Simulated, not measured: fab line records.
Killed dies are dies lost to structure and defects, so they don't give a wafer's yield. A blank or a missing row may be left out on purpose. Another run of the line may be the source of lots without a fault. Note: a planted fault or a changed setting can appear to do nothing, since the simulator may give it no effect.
What tool caused it?	flow sky130	11 lots with 33 wafers sampled at 4 steps, on a route of 708 steps

== WHAT THE GAUGES READ, wafer by wafer ==
SKY_CAPM_RS_MEAS_03: measures by four-point-probe.
lot	measured	on	CAPM_TIN_RS (ohm/sq)
L811	day 36 04:53	film-metro-03	6.94 6.99 6.97
L812	day 36 18:04	film-metro-03	6.83 6.82 6.86
L813	day 37 05:28	film-metro-02	6.85 6.90 6.87
L815	day 37 17:48	film-metro-02	6.97 7.02 6.94
L816	day 37 18:43	film-metro-04	6.83 6.79 6.87
L818	day 38 11:15	film-metro-03	6.94 6.84 6.87
L819	day 39 00:03	film-metro-02	6.94 6.94 6.84
L820	day 39 01:37	film-metro-03	6.96 6.99 7.03
L821	day 39 20:39	film-metro-03	6.85 6.85 6.78
L824	day 40 11:56	film-metro-04	6.84 6.85 6.82
L834	day 42 21:04	film-metro-02	6.94 6.91 6.94

== TOOL THAT RAN EACH LOT (tool first, then ch and the chambers of the sampled wafers, then the start) ==
lot	SKY_METAL1_ETCH_18	SKY_METAL1_METAL_ETCH_19	SKY_METAL3_SPUTTER_02
L811	rie-metal-03 ch 0,1, day 32 16:43	rie-metal-03 ch 0,1, day 32 16:47	pvd-sputter-01, day 36 04:32
L812	rie-metal-03 ch 0,1, day 33 06:25	rie-metal-03 ch 0,1, day 33 06:29	pvd-sputter-03, day 36 17:45
L813	rie-metal-03 ch 0, day 33 18:01	rie-metal-03 ch 0, day 33 18:09	pvd-sputter-01, day 37 05:08
L815	rie-metal-03 ch 0,1, day 34 05:10	rie-metal-03 ch 0,1, day 34 05:13	pvd-sputter-03, day 37 17:29
L816	rie-metal-04 ch 0,1, day 34 08:22	rie-metal-04 ch 0,1, day 34 08:26	pvd-sputter-01, day 37 18:22
L818	rie-metal-01 ch 0, day 34 22:48	rie-metal-01 ch 0, day 34 22:55	pvd-sputter-01, day 38 10:58
L819	rie-metal-04 ch 0,1, day 35 13:52	rie-metal-04 ch 0,1, day 35 13:56	pvd-sputter-01, day 38 23:44
L820	rie-metal-03 ch 0,1, day 35 14:35	rie-metal-03 ch 0,1, day 35 14:40	pvd-sputter-01, day 39 01:17
L821	rie-metal-01 ch 0,1, day 36 10:02	rie-metal-01 ch 0,1, day 36 10:06	pvd-sputter-01, day 39 20:19
L824	rie-metal-03 ch 0,1, day 37 02:25	rie-metal-03 ch 0,1, day 37 02:28	pvd-sputter-04, day 40 11:35
L834	rie-metal-01 ch 0,1, day 39 13:27	rie-metal-01 ch 0,1, day 39 13:31	pvd-sputter-03, day 42 20:46
- SKY_METAL1_ETCH_18: etches BARC in N2/H2, stops on SiO2, time 45.9 s, target depth 60 nm.
- SKY_METAL1_METAL_ETCH_19: etches the open film in Cl2/BCl3, stops on SiO2, target depth 360 nm, time 78 s.
- SKY_METAL3_SPUTTER_02: material AlCu, target thk 735 nm, time 39.1 s.

== THE ANSWER, worked out from the rows above alone ==
Rule: what is usual is taken from the lots themselves. The widest of any qualifying gaps counts: lots, ordered by their means at a reading, are off when they make up no more than a third of the lots, leave a main group of 4 or more, and stand apart from it by 3 or more times the standard deviation of that group's means. If all means in a main group match to the digits the tables above print for the reading, that group is not used. A lot without any number at a reading at which 4 lots or more have one is off too. Where the step has rows for the other lots, those lots are counted as sound.
Nothing can be told from this: no lot is off at any reading shown.

== WHAT WAS PUT IN BY THE SIMULATOR ==
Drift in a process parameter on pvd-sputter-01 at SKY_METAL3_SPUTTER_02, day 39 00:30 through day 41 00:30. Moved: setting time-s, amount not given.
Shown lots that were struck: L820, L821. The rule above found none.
